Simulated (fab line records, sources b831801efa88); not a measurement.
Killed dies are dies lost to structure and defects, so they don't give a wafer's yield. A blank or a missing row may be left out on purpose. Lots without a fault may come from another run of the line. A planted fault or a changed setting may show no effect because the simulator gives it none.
A struck lot beside a sound one | flow sky130 | 15 steps out of a route of 708
Sound: wafers L170.3, L170.4, L170.6. Struck: wafer L182.3. (L182.4, L182.5 of the same lot were not struck and are left out.) The cause comes at the end.
At each step with rows: each side's tool, then ch and its chambers, then its first start. Under that, the readings that differ: sound wafers | struck wafers | difference of the means | sigmas: that difference in standard deviations of wafers without a fault.
alike: readings whose means differ by less than 2 such deviations, and words and numbers that are the same on both sides. not compared: withheld readings, readings that some wafer has no value for, bounds like >300 that may hide the same value, and numbers for which the record gives no deviation and whose values overlap.
The two part at a step that has a row with sigmas, a row that says differs or no value, or rows on one side only. Numbers that don't overlap but have no deviation are shown without sigmas and don't part them. A reading that every wafer of one side lacks parts them only if that side has two wafers or more.

first, 7 steps without rows for these wafers: SKY_METAL4_HMDS_06 (prime time 60 s); SKY_METAL4_COAT_07 (resist thk 60 nm); SKY_METAL4_COAT_08 (resist thk 1140 nm); SKY_METAL4_SOFTBAKE_09 (time 90 s); SKY_METAL4_EXPOSE_10 (exposes mask MM4, target cd 300 nm); SKY_METAL4_PEB_11; SKY_METAL4_DEVELOP_12 (develop time 60 s).
SKY_METAL4_CD_MEAS_13: target cd 300 nm.
  sound on cd_sem-01, day 41 12:17; struck on cd_sem-01, day 45 08:38
  alike: cd_nm
SKY_METAL4_OVL_MEAS_14:
  sound on overlay-01, day 41 12:23; struck on overlay-02, day 45 08:43
  alike: METAL4_OVL
SKY_METAL4_DESCUM_15: chemistry O2, time 8 s.
  sound on rie_metal-02 ch 0,1, day 41 12:25; struck on rie_metal-01 ch 1, day 45 08:45
  reading                     | sound             | struck | difference | sigmas
  drypump_motor_current_A (A) | 6.1 6.0 6.0       | 5.3    | -0.7       | -2
  oes_product_au (a.u.)       | 1.005 1.023 1.021 | 0.988  | -0.028     | -2
  not compared: rf_hours_counter_h
SKY_METAL4_ETCH_16: etches BARC in N2/H2, stops on SiO2, time 88.2 s, target depth 60 nm.
  sound on rie_metal-02 ch 0,1, day 41 12:28; struck on rie_metal-01 ch 1, day 45 08:49
  reading                     | sound       | struck | difference | sigmas
  drypump_motor_current_A (A) | 6.1 6.1 6.0 | 5.3    | -0.8       | -2
  alike: oes_product_au, throttle_valve_pct
  not compared: rf_hours_counter_h
SKY_METAL4_ETCH_17: etches SiO2 in C4F8/O2/Ar, stops on TiN, time 3.9 s, target depth 15 nm.
  sound on rie_diel-01 ch 2,3, day 41 12:32; struck on rie_diel-02 ch 0, day 45 08:52
  alike: oes_product_au
  not compared: rf_hours_counter_h
SKY_METAL4_METAL_ETCH_18: etches the open film in Cl2/BCl3, stops on SiO2, target depth 845 nm, time 183.1 s.
  sound on rie_metal-01 ch 0, day 41 12:41; struck on rie_metal-03 ch 1, day 45 08:57
  reading                                       | sound             | struck | difference | sigmas
  oes_product_au (a.u.)                         | 0.868 0.861 0.875 | 0.810  | -0.058     | -9
  model.KrF-thick_of_METAL4_COAT_08.thk_nm (nm) | 539.1 541.6 542.1 | 687.1  | +146.2     |
  model.METAL4.feature_depth_nm (nm)            | 864.9 862.8 869.6 | 762.1  | -103.7     |
  model.etch.depth_nm (nm)                      | 864.9 862.8 869.6 | 762.1  | -103.7     |
  alike: drypump_motor_current_A, mfc_cl2_sccm, throttle_valve_pct
  not compared: rf_hours_counter_h
SKY_METAL4_STRIP_19: strips in O2/N2.
  sound on plasma_asher-03 ch 0,1, day 41 12:57; struck on plasma_asher-01 ch 0, day 45 09:06
  reading                      | sound             | struck | difference | sigmas
  oes_product_au (a.u.)        | 0.507 0.508 0.506 | 0.570  | +0.063     | +11
  strip_time_to_endpoint_s (s) | 6.66 6.70 6.68    | 8.11   | +1.43      | +14
  alike: drypump_motor_current_A
  not compared: rf_hours_counter_h
then, 1 step without rows for these wafers: SKY_METAL4_STRIP_20 (strips in post etch residue remover, time 1200 s).

WHERE THEY PART
First at SKY_METAL4_DESCUM_15; last, within this record, at SKY_METAL4_STRIP_19.

WHY: what the simulator had put in
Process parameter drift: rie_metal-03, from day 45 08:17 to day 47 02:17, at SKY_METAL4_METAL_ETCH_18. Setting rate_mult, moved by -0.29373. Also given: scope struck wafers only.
